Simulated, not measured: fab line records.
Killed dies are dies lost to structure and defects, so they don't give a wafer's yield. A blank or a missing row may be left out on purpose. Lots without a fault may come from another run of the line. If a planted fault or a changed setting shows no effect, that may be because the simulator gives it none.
A lot that was struck, set against a sound lot / flow sky130 / 14 out of 708 route steps
Sound: the wafers L289.2, L289.4, L289.5. Wafers struck: L283.2, L283.3, L283.5. The cause is named last.
Per side, at each step with rows, come the tool, then ch with its chambers, and then its first start. Under that, the readings that differ: sound wafers / struck wafers / difference of the means / sigmas: that difference in standard deviations of wafers without a fault.
alike: readings whose means differ by less than 2 such deviations, and words and numbers that are the same on both sides. not compared: withheld readings, readings that some wafer has no value for, bounds like >300 that may hide the same value, and numbers for which the record gives no deviation and whose values overlap.
A row with sigmas, a row that says differs or no value, or rows on one side alone: a step with any of these is where the two part. When numbers do not overlap yet have no deviation, they are printed without sigmas and do not part them. A reading missing from all wafers of one side parts the sides only when that side holds two or more wafers.

first, 7 steps without rows for these wafers: SKY_METAL1_HMDS_08 (prime time 60 s); SKY_METAL1_COAT_09 (resist thk 60 nm); SKY_METAL1_COAT_10 (resist thk 450 nm); SKY_METAL1_SOFTBAKE_11 (time 90 s); SKY_METAL1_EXPOSE_12 (exposes mask MM1, target cd 140 nm); SKY_METAL1_PEB_13; SKY_METAL1_DEVELOP_14 (develop time 60 s).
SKY_METAL1_CD_MEAS_15: target cd 140 nm.
  sound on cd-sem-02, day 38 04:50; struck on cd-sem-02, day 36 08:20
  alike: cd-nm
SKY_METAL1_OVL_MEAS_16:
  sound on overlay-01, day 38 04:56; struck on overlay-01, day 36 08:26
  alike: METAL1_OVL
SKY_METAL1_DESCUM_17: chemistry O2, time 8 s.
  sound on rie-metal-03 ch 1, day 38 04:58; struck on rie-metal-03 ch 0,1, day 36 08:28
  alike: drypump-motor-current-A, oes-product-au
  not compared: rf-hours-counter-h
SKY_METAL1_ETCH_18: etches BARC in N2/H2, stops on SiO2, time 45.9 s, target depth 60 nm.
  sound on rie-metal-03 ch 1, day 38 04:59; struck on rie-metal-03 ch 0,1, day 36 08:29
  alike: drypump-motor-current-A, oes-product-au, throttle-valve-pct
  not compared: rf-hours-counter-h
SKY_METAL1_METAL_ETCH_19: etches the open film in Cl2/BCl3, stops on SiO2, target depth 360 nm, time 78 s.
  sound on rie-metal-03 ch 1, day 38 05:04; struck on rie-metal-03 ch 0,1, day 36 08:34
reading=oes-product-au (a.u.); sound=0.852 0.852 0.859; struck=0.843 0.838 0.845; difference=-0.012; sigmas=-2
  alike: drypump-motor-current-A, throttle-valve-pct
  not compared: rf-hours-counter-h
SKY_METAL1_STRIP_20: strips in O2/N2.
  sound on plasma-asher-01 ch 0,1, day 38 05:09; struck on plasma-asher-02 ch 0,1, day 36 08:39
  no value came back on the struck wafers for chamber-pressure-mTorr (mTorr), drypump-motor-current-A (A), oes-product-au (a.u.), strip-time-to-endpoint-s (s); on the sound wafers chamber-pressure-mTorr (mTorr) reads 1499.3 1500.2 1499.5
reading=model.KrF-thick_of_METAL1_COAT_10.thk-nm (nm); sound=0 0 0; struck=165.2 163.8 162.9; difference=+164.0; sigmas=
  not compared: rf-hours-counter-h
then, 1 step without rows for these wafers: SKY_METAL1_STRIP_21 (strips in post etch residue remover, time 1200 s).

WHERE THEY PART
Last at SKY_METAL1_STRIP_20 as far as this record goes, first at SKY_METAL1_METAL_ETCH_19.

WHY: the cause the simulator had injected
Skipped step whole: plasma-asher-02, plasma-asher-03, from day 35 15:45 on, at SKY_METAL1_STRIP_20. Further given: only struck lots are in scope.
